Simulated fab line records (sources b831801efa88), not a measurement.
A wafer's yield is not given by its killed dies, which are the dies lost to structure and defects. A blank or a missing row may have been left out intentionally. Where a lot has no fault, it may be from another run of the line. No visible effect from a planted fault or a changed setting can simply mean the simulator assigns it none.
fab line records | flow gf180mcu
[record] lots = 24 wafers = 72 lastDay = 34
route steps=602 shown MVSD@77 VT_IMPLANT@100 HV_LDD@195 V2@408 V4@499
lots untouched by any fault: they come from a run of this same line in which no faults occurred
startH: the number of hours between the record's first day and the start of the first shown wafer of the lot | waitH: how many hours have passed since the lot's step before this one | " repeats the value in the row above | L1.1+2: a single row standing in for several wafers | - no value, or no start given | * or withheld: withheld | < > ~ a bound
route shown NAME@n: names a module that has steps shown in the file, with the first one's number in the route | usual: mean and standard deviation over wafers with no fault | same: alike in all rows | chamber/n: place in a boat | sites: per-site readings | _std_site: their standard deviation | _edge_site: the outer-site mean with the inner-site mean subtracted | radiusMm: for every site, how far away it sits from the centre of the wafer | mask NAME#n: copy n | behind: the tool/chamber that last shaped the wafer | hold: cause of the lot's hold/its duration in hours/its outcome | device: which transistor (n, p or np) failed to switch | end of line: the tests these same wafers got at the end of their route | a step given without rows: its recipe and nothing more | killed: count of dies lost to structure and defects at first sort (not the wafer's yield) | map: shows each die of a wafer: x if killed, . if not, _ if none is there
set.NAME: the setting that was run; set.NAME@STEP: the one run at that earlier step | model.NAME: the simulator's own value behind a step, which no gauge read
the route's steps for a sample of lots (tables are steps, rows are wafers)
services: when a tool's chamber went out of use (startH, in hours from the record's first day, below 0 if earlier), for how many hours, and the reason
[[steps]]
[step GF_MVSD_TW_MEAS_11]
[usual] MVSD_TW = 1569/29
// columns lot.wafer tool chamber startH waitH MVSD_TW
L074.1 filmMetro-02 - 82.21 0.1 1613
L074.4 " - " " 1614
L074.6 " - " " 1617
L075.3 filmMetro-02 - 86.08 0.1 1617
L075.4 " - " " 1622
L075.5 " - " " 1624
L076.3 filmMetro-03 - 92.63 0.1 1543
L076.4 " - " " 1540
L076.5 " - " " 1547
L077.1 filmMetro-01 - 100.69 0.1 1552
L077.3 " - " " 1561
L077.6 " - " " 1563
L078.2 filmMetro-02 - 106.87 0.1 1609
L078.3 " - " " 1602
L078.6 " - " " 1599
L079.2 filmMetro-01 - 116.77 0.1 1545
L079.3 " - " " 1549
L079.6 " - " " 1553
L080.1 filmMetro-03 - 121.86 0.1 1541
L080.2 " - " " 1546
L080.5 " - " " 1541
L081.3 filmMetro-03 - 124.26 0.1 1544
L081.4 " - " " 1547
L081.5 " - " " 1544
L082.2 filmMetro-03 - 134.37 0.1 1536
L082.3 " - " " 1540
L082.4 " - " " 1542
L083.2 filmMetro-02 - 139.80 0.1 1605
L083.4 " - " " 1606
L083.5 " - " " 1605
L084.2 filmMetro-03 - 142.62 0.1 1546
L084.3 " - " " 1547
L084.5 " - " " 1546
L085.1 filmMetro-03 - 148.56 0.1 1533
L085.2 " - " " 1538
L085.6 " - " " 1539
L086.3 filmMetro-01 - 151.86 0.1 1547
L086.5 " - " " 1552
L086.6 " - " " 1557
L087.2 filmMetro-01 - 156.92 0.1 1564
L087.3 " - " " 1561
L087.4 " - " " 1559
L088.1 filmMetro-02 - 165.01 0.1 1611
L088.2 " - " " 1606
L088.5 " - " " 1607
L089.1 filmMetro-02 - 169.61 0.1 1613
L089.4 " - " " 1606
L089.6 " - " " 1614
L090.2 filmMetro-02 - 174.45 0.1 1615
L090.3 " - " " 1605
L090.6 " - " " 1605
L091.2 filmMetro-01 - 180.47 0.1 1555
L091.3 " - " " 1551
L091.6 " - " " 1546
L092.1 filmMetro-01 - 186.64 0.1 1544
L092.3 " - " " 1552
L092.4 " - " " 1559
L093.1 filmMetro-03 - 193.99 0.1 1544
L093.3 " - " " 1549
L093.5 " - " " 1550
L094.2 filmMetro-02 - 198.65 0.1 1602
L094.5 " - " " 1605
L094.6 " - " " 1602
L095.2 filmMetro-01 - 206.22 0.1 1564
L095.4 " - " " 1554
L095.6 " - " " 1560
L096.2 filmMetro-01 - 210.77 0.1 1560
L096.4 " - " " 1562
L096.6 " - " " 1556
L097.3 filmMetro-01 - 219.28 0.1 1547
L097.5 " - " " 1549
L097.6 " - " " 1545
[step GF_VT_IMPLANT_TW_MEAS_10]
[usual] VT_IMPLANT_TW = 560/10
// columns lot.wafer tool chamber startH waitH VT_IMPLANT_TW
L074.1 filmMetro-02 - 110.15 0.1 572
L074.4 " - " " 575
L074.6 " - " " 572
L075.3 filmMetro-02 - 113.77 0.1 572
L075.4 " - " " 574
L075.5 " - " " 576
L076.3 filmMetro-02 - 121.03 0.1 577
L076.4 " - " " 572
L076.5 " - " " 576
L077.1 filmMetro-04 - 129.71 0.1 562
L077.3 " - " " 559
L077.6 " - " " 563
L078.2 filmMetro-04 - 136.56 0.1 564
L078.3 " - " " 562
L078.6 " - " " 564
L079.2 filmMetro-04 - 146.47 0.1 564
L079.3 " - " " 567
L079.6 " - " " 566
L080.1 filmMetro-03 - 152.64 0.1 548
L080.2 " - " " 550
L080.5 " - " " 547
L081.3 filmMetro-03 - 155.07 0.1 549
L081.4 " - " " 547
L081.5 " - " " 550
L082.2 filmMetro-03 - 166.37 0.1 549
L082.3 " - " " 547
L082.4 " - " " 548
L083.2 filmMetro-02 - 171.77 0.1 577
L083.4 " - " " 576
L083.5 " - " " 573
L084.2 filmMetro-02 - 175.21 0.1 574
L084.3 " - " " 574
L084.5 " - " " 573
L085.1 filmMetro-04 - 181.44 0.1 565
L085.2 " - " " 565
L085.6 " - " " 568
L086.3 filmMetro-04 - 184.76 0.1 564
L086.5 " - " " 564
L086.6 " - " " 566
L087.2 filmMetro-03 - 191.37 0.1 546
L087.3 " - " " 546
L087.4 " - " " 546
L088.1 filmMetro-04 - 198.91 0.1 564
L088.2 " - " " 566
L088.5 " - " " 568
L089.1 filmMetro-03 - 203.46 0.1 551
L089.4 " - " " 554
L089.6 " - " " 552
L090.2 filmMetro-04 - 209.60 0.1 567
L090.3 " - " " 568
L090.6 " - " " 563
L091.2 filmMetro-03 - 215.06 0.1 552
L091.3 " - " " 552
L091.6 " - " " 550
L092.1 filmMetro-03 - 221.84 0.1 555
L092.3 " - " " 552
L092.4 " - " " 556
L093.1 filmMetro-02 - 229.59 0.1 575
L093.3 " - " " 577
L093.5 " - " " 576
L094.2 filmMetro-03 - 235.05 0.1 552
L094.5 " - " " 554
L094.6 " - " " 553
L095.2 filmMetro-03 - 242.46 0.1 546
L095.4 " - " " 550
L095.6 " - " " 551
L096.2 filmMetro-03 - 247.05 0.1 547
L096.4 " - " " 545
L096.6 " - " " 548
L097.3 filmMetro-03 - 255.46 0.1 548
L097.5 " - " " 552
L097.6 " - " " 546
[step GF_HV_LDD_CD_MEAS_19]
[recipe] targetCdNm = 400
[usual] cdNm = 400.0/2.2
// columns lot.wafer tool chamber startH waitH cdNm
L074.1 cdSem-02 - 231.25 0.3 402.0
L074.4 " - " " 402.7
L074.6 " - " " 400.8
L075.3 cdSem-02 - 237.11 0.1 395.5
L075.4 " - " " 397.5
L075.5 " - " " 397.4
L076.3 cdSem-02 - 245.44 0.1 399.4
L076.4 " - " " 397.7
L076.5 " - " " 399.8
L077.1 cdSem-02 - 257.37 0.1 405.2
L077.3 " - " " 402.1
L077.6 " - " " 403.9
L078.2 cdSem-02 - 267.21 0.2 400.6
L078.3 " - " " 397.2
L078.6 " - " " 398.0
L079.2 cdSem-01 - 278.07 0.1 397.4
L079.3 " - " " 395.4
L079.6 " - " " 398.2
L080.1 cdSem-02 - 284.26 0.1 397.9
L080.2 " - " " 400.3
L080.5 " - " " 399.1
L081.3 cdSem-02 - 289.70 0.1 400.6
L081.4 " - " " 402.4
L081.5 " - " " 401.8
L082.2 cdSem-02 - 303.57 0.1 400.4
L082.3 " - " " 399.4
L082.4 " - " " 400.5
L083.2 cdSem-01 - 310.82 0.1 401.6
L083.4 " - " " 399.2
L083.5 " - " " 398.7
L084.2 cdSem-01 - 314.39 0.1 400.0
L084.3 " - " " 400.6
L084.5 " - " " 401.0
L085.1 cdSem-02 - 317.85 0.1 398.5
L085.2 " - " " 398.8
L085.6 " - " " 398.7
L086.3 cdSem-01 - 325.19 0.1 399.6
L086.5 " - " " 398.1
L086.6 " - " " 398.8
L087.2 cdSem-02 - 332.93 0.1 397.2
L087.3 " - " " 397.7
L087.4 " - " " 398.6
L088.1 cdSem-01 - 343.12 0.1 401.3
L088.2 " - " " 399.2
L088.5 " - " " 401.1
L089.1 cdSem-02 - 348.70 0.1 398.6
L089.4 " - " " 398.7
L089.6 " - " " 399.0
L090.2 cdSem-02 - 355.04 0.1 398.5
L090.3 " - " " 396.6
L090.6 " - " " 398.8
L091.2 cdSem-01 - 361.49 0.1 399.8
L091.3 " - " " 402.1
L091.6 " - " " 399.4
L092.1 cdSem-01 - 368.37 0.1 401.4
L092.3 " - " " 403.0
L092.4 " - " " 401.5
L093.1 cdSem-01 - 378.32 0.1 401.0
L093.3 " - " " 402.4
L093.5 " - " " 404.7
L094.2 cdSem-01 - 385.33 0.1 406.0
L094.5 " - " " 403.8
L094.6 " - " " 404.3
L095.2 cdSem-02 - 399.58 0.1 397.8
L095.4 " - " " 397.6
L095.6 " - " " 398.2
L096.2 cdSem-01 - 404.47 0.1 402.8
L096.4 " - " " 403.1
L096.6 " - " " 401.6
L097.3 cdSem-01 - 410.69 0.1 398.2
L097.5 " - " " 399.2
L097.6 " - " " 401.7
[step GF_HV_LDD_STRIP_22]
[recipe] chemistry = O2/N2 powerW = 1400 pressureMtorr = 1500 platenTempC = 250 o2FlowSccm = 3000 n2FlowSccm = 300 overashFraction = 0.5
[usual] drypumpMotorCurrentA = 5.7/0.42 heaterPowerW = 332/35 n2FlowSccm = 300.0/0.82 oesProductAu = 0.716/0.0041 stripTimeToEndpointS = 12.64/0.034
// columns lot.wafer tool chamber startH waitH drypumpMotorCurrentA heaterPowerW n2FlowSccm oesProductAu rfHoursCounterH stripTimeToEndpointS
L074.1 plasmaAsher-04 1 231.55 0.1 6.4 286 299.6 0.720 12 12.68
L074.4 " 1 " " 6.4 289 300.4 0.713 - 12.63
L074.6 " 0 " " 5.4 309 299.6 0.717 - 12.68
L075.3 plasmaAsher-01 0 237.41 0.1 5.6 301 298.9 0.712 - 12.62
L075.4 " 1 " " 5.1 379 300.0 0.714 - 12.63
L075.5 " 0 " " 5.6 305 299.7 0.718 - 12.61
L076.3 plasmaAsher-03 0 245.74 0.1 6.1 375 299.1 0.716 - 12.66
L076.4 " 1 " " 5.9 312 300.4 0.713 - 12.67
L076.5 " 0 " " 6.1 365 300.5 0.714 - 12.64
L077.1 plasmaAsher-03 0 257.68 0.1 6.1 353 299.4 0.713 59 12.59
L077.3 " 0 " " 6.1 372 300.0 0.717 - 12.64
L077.6 " 1 " " 5.9 314 299.2 0.710 - 12.64
L078.2 plasmaAsher-01 0 267.49 0.1 5.6 305 301.9 0.714 48 12.62
L078.3 " 0 " " 5.6 307 300.0 0.719 - 12.68
L078.6 " 0 " " 5.6 300 299.5 0.718 - 12.64
L079.2 plasmaAsher-03 1 278.36 0.1 5.9 316 301.7 0.727 61 12.64
L079.3 " 1 " " 5.9 316 299.7 0.712 - 12.63
L079.6 " 0 " " 6.1 361 300.0 0.720 - 12.61
L080.1 plasmaAsher-03 0 284.56 0.1 6.1 359 298.4 0.713 62 12.52
L080.2 " 1 " " 6.0 315 299.8 0.713 62 12.58
L080.5 " 0 " " 6.1 360 299.8 0.713 - 12.58
L081.3 plasmaAsher-03 1 290.00 0.1 5.9 316 299.4 0.711 - 12.59
L081.4 " 0 " " 6.1 351 299.8 0.716 - 12.62
L081.5 " 0 " " 6.1 369 300.1 0.715 - 12.60
L082.2 plasmaAsher-03 0 303.86 0.1 6.1 365 298.6 0.715 64 12.64
L082.3 " 0 " " 6.1 357 300.0 0.706 - 12.58
L082.4 " 1 " " 5.9 316 299.0 0.710 - 12.61
L083.2 plasmaAsher-01 1 311.11 0.1 5.1 386 300.1 0.718 52 12.63
L083.4 " 0 " " 5.6 300 300.5 0.717 - 12.67
L083.5 " 1 " " 5.1 391 301.3 0.714 - 12.63
L084.2 plasmaAsher-04 1 314.68 0.1 6.4 287 300.6 0.711 21 12.66
L084.3 " 1 " " 6.4 286 300.2 0.714 - 12.68
L084.5 " 1 " " 6.4 285 302.6 0.717 - 12.66
L085.1 plasmaAsher-01 0 318.16 0.1 5.6 298 299.2 0.718 53 12.64
L085.2 " 1 " " 5.1 385 301.3 0.717 53 12.62
L085.6 " 0 " " 5.6 296 299.2 0.718 - 12.63
L086.3 plasmaAsher-03 0 325.49 0.1 6.1 371 300.6 0.716 - 12.68
L086.5 " 1 " " 5.9 312 300.2 0.717 - 12.72
L086.6 " 0 " " 6.1 363 299.6 0.716 - 12.69
L087.2 plasmaAsher-04 0 333.21 0.1 5.3 315 302.0 0.716 23 12.61
L087.3 " 1 " " 6.4 283 298.3 0.712 - 12.66
L087.4 " 0 " " 5.3 318 301.0 0.714 - 12.63
L088.1 plasmaAsher-03 0 343.43 0.1 6.1 362 299.7 0.717 68 12.61
L088.2 " 1 " " 5.9 313 301.0 0.719 68 12.63
L088.5 " 1 " " 5.9 315 300.4 0.717 - 12.60
L089.1 plasmaAsher-04 1 349.01 0.1 6.4 287 299.3 0.716 25 12.67
L089.4 " 0 " " 5.3 313 300.9 0.721 - 12.68
L089.6 " 1 " " 6.4 289 299.0 0.721 - 12.68
L090.2 plasmaAsher-03 0 355.33 0.1 6.1 375 299.3 0.713 69 12.65
L090.3 " 0 " " 6.1 364 299.4 0.715 - 12.64
L090.6 " 1 " " 5.9 310 301.2 0.717 - 12.65
L091.2 plasmaAsher-03 0 361.78 0.1 6.1 359 300.7 0.718 70 12.63
L091.3 " 1 " " 5.9 314 301.1 0.717 - 12.64
L091.6 " 0 " " 6.1 362 300.9 0.719 - 12.63
L092.1 plasmaAsher-04 1 368.68 0.1 6.4 288 299.6 0.714 26 12.63
L092.3 " 0 " " 5.4 314 301.0 0.711 - 12.61
L092.4 " 1 " " 6.4 296 299.9 0.712 - 12.64
L093.1 plasmaAsher-01 0 378.63 0.1 5.6 304 301.0 0.717 60 12.65
L093.3 " 0 " " 5.6 316 301.8 0.714 - 12.62
L093.5 " 1 " " 5.1 389 300.6 0.716 - 12.61
L094.2 plasmaAsher-01 0 385.61 0.1 5.6 300 300.6 0.716 61 12.69
L094.5 " 1 " " 5.1 388 299.5 0.715 - 12.64
L094.6 " 0 " " 5.6 307 300.6 0.717 - 12.67
L095.2 plasmaAsher-01 0 399.86 0.1 5.6 311 299.6 0.722 62 12.66
L095.4 " 0 " " 5.6 306 300.1 0.731 - 12.67
L095.6 " 1 " " 5.1 384 299.8 0.717 - 12.68
L096.2 plasmaAsher-04 1 404.76 0.1 6.4 294 299.4 0.714 30 12.59
L096.4 " 1 " " 6.4 285 299.1 0.715 - 12.58
L096.6 " 1 " " 6.4 288 298.9 0.711 - 12.59
L097.3 plasmaAsher-01 1 410.99 0.1 5.1 393 299.6 0.718 - 12.62
L097.5 " 0 " " 5.6 300 298.9 0.718 - 12.64
L097.6 " 1 " " 5.1 387 300.2 0.722 - 12.64
[step GF_V2_CMP_26]
[recipe] stopOn = SiO2 downForcePsi = 3.5 platenRpm = 60 tOverpolishS = 15 targetThkNm = 0 padVelocityMS = 0.94248
[usual] headPressurePsi = 3.499/0.0073 motorCurrentA = 11.4/0.76 overpolishRunS = 15.001/0.0092 timeToEndpointS = 85/3.1
// columns lot.wafer tool chamber startH waitH headPressurePsi motorCurrentA overpolishRunS timeToEndpointS
L074.1 cmp-01 2 458.63 0.1 3.491 10.8 14.991 82
L074.4 " 3 " " 3.490 10.2 15.006 78
L074.6 " 1 " " 3.491 11.4 15.006 78
L075.4 cmp-02 0 469.27 0.1 3.502 11.2 14.997 89
L075.3 " 2 " " 3.493 12.4 15.000 87
L075.5 " 3 " " 3.515 11.4 14.996 83
L076.3 cmp-02 3 478.42 0.1 3.500 11.6 14.998 80
L076.4 " 0 " " 3.496 11.4 15.009 82
L076.5 " 1 " " 3.503 12.3 14.981 82
L077.1 cmp-01 0 494.04 0.1 3.509 12.6 15.008 84
L077.3 " 2 " " 3.499 11.5 14.988 86
L077.6 " 0 " " 3.504 13.0 14.999 84
L078.2 cmp-02 2 502.42 0.0 3.512 11.8 15.013 82
L078.3 " 0 " " 3.490 12.0 14.998 80
L078.6 " 2 " " 3.500 12.2 15.013 80
L079.2 cmp-01 0 516.78 0.0 3.495 12.6 15.013 83
L079.3 " 1 " " 3.494 11.1 15.002 83
L079.6 " 1 " " 3.501 11.3 14.993 79
L080.1 cmp-01 2 526.77 0.1 3.498 11.0 14.996 86
L080.2 " 3 " " 3.516 10.6 15.007 84
L080.5 " 3 " " 3.503 10.0 14.992 88
L081.4 cmp-01 1 533.04 0.1 3.504 11.0 15.017 84
L081.3 " 2 " " 3.492 10.8 14.993 86
L081.5 " 0 " " 3.499 11.8 14.997 85
L082.3 cmp-01 1 550.64 0.1 3.485 11.2 14.995 87
L082.4 " 2 " " 3.488 10.4 14.994 85
L082.2 " 3 " " 3.499 11.0 15.007 91
L083.4 cmp-01 3 555.88 0.1 3.504 10.2 15.006 87
L083.2 " 0 " " 3.500 12.1 15.012 85
L083.5 " 1 " " 3.496 10.8 15.004 84
L084.3 cmp-02 1 556.88 0.1 3.496 12.7 15.001 91
L084.2 " 3 " " 3.503 11.5 14.993 84
L084.5 " 0 " " 3.505 11.7 15.001 86
L085.1 cmp-01 3 563.94 0.1 3.494 10.1 14.997 84
L085.2 " 2 " " 3.501 10.7 15.025 85
L085.6 " 0 " " 3.491 11.9 14.993 84
L086.3 cmp-01 0 569.62 0.2 3.505 12.6 15.003 89
L086.6 " 1 " " 3.503 10.2 15.001 84
L086.5 " 2 " " 3.504 10.6 14.995 87
L087.3 cmp-01 0 578.63 0.1 3.508 12.2 15.002 86
L087.4 " 1 " " 3.473 10.5 14.994 85
L087.2 " 3 " " 3.498 11.0 15.021 82
L088.2 cmp-02 1 588.14 0.0 3.501 12.4 15.001 86
L088.1 " 0 " " 3.502 12.1 15.004 85
L088.5 " 1 " " 3.502 12.7 15.017 87
L089.4 cmp-02 2 595.97 0.1 3.507 12.1 14.999 84
L089.1 " 0 " " 3.500 11.6 15.023 80
L089.6 " 1 " " 3.498 12.4 14.983 84
L090.2 cmp-01 2 601.63 0.0 3.491 10.8 15.006 83
L090.3 " 0 " " 3.501 11.4 15.015 86
L090.6 " 3 " " 3.491 10.2 14.997 83
L091.3 cmp-02 0 605.36 0.1 3.495 11.8 14.997 81
L091.2 " 1 " " 3.491 12.1 15.006 85
L091.6 " 3 " " 3.504 11.0 15.001 79
L092.4 cmp-02 2 613.46 0.0 3.502 12.8 15.012 86
L092.1 " 3 " " 3.495 11.9 14.994 82
L092.3 " 1 " " 3.490 12.3 15.011 87
L093.1 cmp-02 3 623.01 0.1 3.506 10.6 15.008 84
L093.3 " 2 " " 3.490 11.6 15.009 91
L093.5 " 3 " " 3.498 11.2 14.993 87
L094.2 cmp-01 3 627.91 0.2 3.494 9.9 14.996 90
L094.5 " 0 " " 3.504 12.3 15.010 88
L094.6 " 1 " " 3.511 10.6 15.011 87
L096.4 cmp-01 1 646.71 0.0 3.493 11.3 15.006 87
L096.2 " 2 " " 3.505 10.9 15.031 92
L096.6 " 1 " " 3.486 10.9 15.003 88
L095.2 cmp-01 0 647.09 0.1 3.505 12.0 15.001 91
L095.4 " 2 " " 3.502 10.9 14.987 90
L095.6 " 0 " " 3.503 12.1 14.998 91
L097.3 cmp-02 2 650.16 0.0 3.507 11.6 14.985 85
L097.5 " 2 " " 3.513 11.5 15.004 82
L097.6 " 3 " " 3.502 11.4 15.009 81
[step GF_V4_CVD_23]
[recipe] material = W targetThkNm = 350 timeS = 104.9 tempC = 400 pressureTorr = 40
[usual] heaterPowerW = 948/140
[same] timeS = 104.9
// columns lot.wafer tool chamber startH waitH heaterPowerW
L074.1 cvdW-01 0 557.71 0.0 1062
L074.4 " 0 " " 1062
L074.6 " 1 " " 982
L075.3 cvdW-02 1 567.57 0.1 693
L075.4 " 0 " " 989
L075.5 " 1 " " 714
L076.3 cvdW-01 0 576.73 0.1 1062
L076.4 " 1 " " 990
L076.5 " 1 " " 983
L077.1 cvdW-01 1 588.49 0.0 976
L077.3 " 0 " " 1092
L077.6 " 1 " " 970
L078.2 cvdW-01 0 599.29 0.0 1062
L078.3 " 0 " " 1054
L078.6 " 0 " " 1073
L079.2 cvdW-02 0 609.72 0.0 977
L079.3 " 1 " " 700
L079.6 " 1 " " 698
L080.1 cvdW-02 1 620.02 0.0 699
L080.2 " 0 " " 985
L080.5 " 0 " " 974
L081.3 cvdW-02 1 625.84 0.1 689
L081.4 " 0 " " 957
L081.5 " 0 " " 970
L082.2 cvdW-02 1 640.70 0.0 688
L082.3 " 1 " " 678
L082.4 " 0 " " 991
L083.2 cvdW-01 0 646.77 0.0 1086
L083.4 " 0 " " 1081
L083.5 " 0 " " 1051
L084.2 cvdW-02 1 647.53 0.0 696
L084.3 " 0 " " 986
L084.5 " 0 " " 950
L085.1 cvdW-02 1 651.13 0.0 673
L085.2 " 0 " " 991
L085.6 " 0 " " 986
L086.3 cvdW-01 0 657.45 0.1 1102
L086.5 " 1 " " 1000
L086.6 " 0 " " 1070
L087.2 cvdW-01 1 666.35 0.0 992
L087.3 " 0 " " 1093
L087.4 " 1 " " 991
L088.1 cvdW-01 1 674.91 0.0 984
L088.2 " 0 " " 1069
L088.5 " 1 " " 1012
L089.1 cvdW-01 1 681.78 0.0 994
L089.4 " 1 " " 994
L089.6 " 1 " " 977
L090.2 cvdW-02 1 686.13 0.0 736
L090.3 " 1 " " 693
L090.6 " 0 " " 941
L091.2 cvdW-01 0 690.28 0.0 1058
L091.3 " 1 " " 990
L091.6 " 1 " " 994
L092.1 cvdW-02 1 696.89 0.0 682
L092.3 " 1 " " 701
L092.4 " 0 " " 981
L093.1 cvdW-01 0 706.32 0.0 1060
L093.3 " 1 " " 954
L093.5 " 1 " " 994
L094.2 cvdW-01 1 711.51 0.0 973
L094.5 " 1 " " 961
L094.6 " 0 " " 1049
L096.2 cvdW-01 1 727.85 0.0 984
L096.4 " 0 " " 1091
L096.6 " 1 " " 1015
L095.2 cvdW-02 1 728.42 0.0 699
L095.4 " 0 " " 969
L095.6 " 0 " " 978
L097.3 cvdW-01 0 730.79 0.1 1062
L097.5 " 0 " " 1085
L097.6 " 1 " " 1022
[[services]]
// columns tool chamber startH hours kind
cmp-02 - 232.00 4.0 pm
cmp-02 - 235.85 1.7 repair
plasmaAsher-03 - 252.26 2.8 pm
cvdW-01 - 252.29 1.4 repair
cvdW-01 - 252.30 0.7 repair
cvdW-02 0 255.08 6.7 repair
cmp-02 - 259.49 2.4 repair
cvdW-01 1 265.67 3.8 repair
cmp-02 - 274.38 8.0 pm
cmp-01 - 318.15 0.5 repair
plasmaAsher-03 - 348.40 1.1 repair
cvdW-02 1 353.04 4.6 repair
cmp-01 - 356.07 2.2 repair
cmp-01 - 392.49 1.1 repair
cmp-01 - 425.07 4.0 pm
cvdW-01 - 463.44 6.0 pm
cmp-01 - 469.10 4.6 pm
cmp-01 - 474.09 1.1 repair
cvdW-01 - 520.52 2.8 pm
cmp-01 - 559.92 1.8 repair
cvdW-01 1 596.44 2.7 repair
cmp-01 - 604.98 0.5 repair
cmp-01 - 675.88 2.8 repair
cmp-01 - 684.00 3.3 repair
[[key]]
fault none
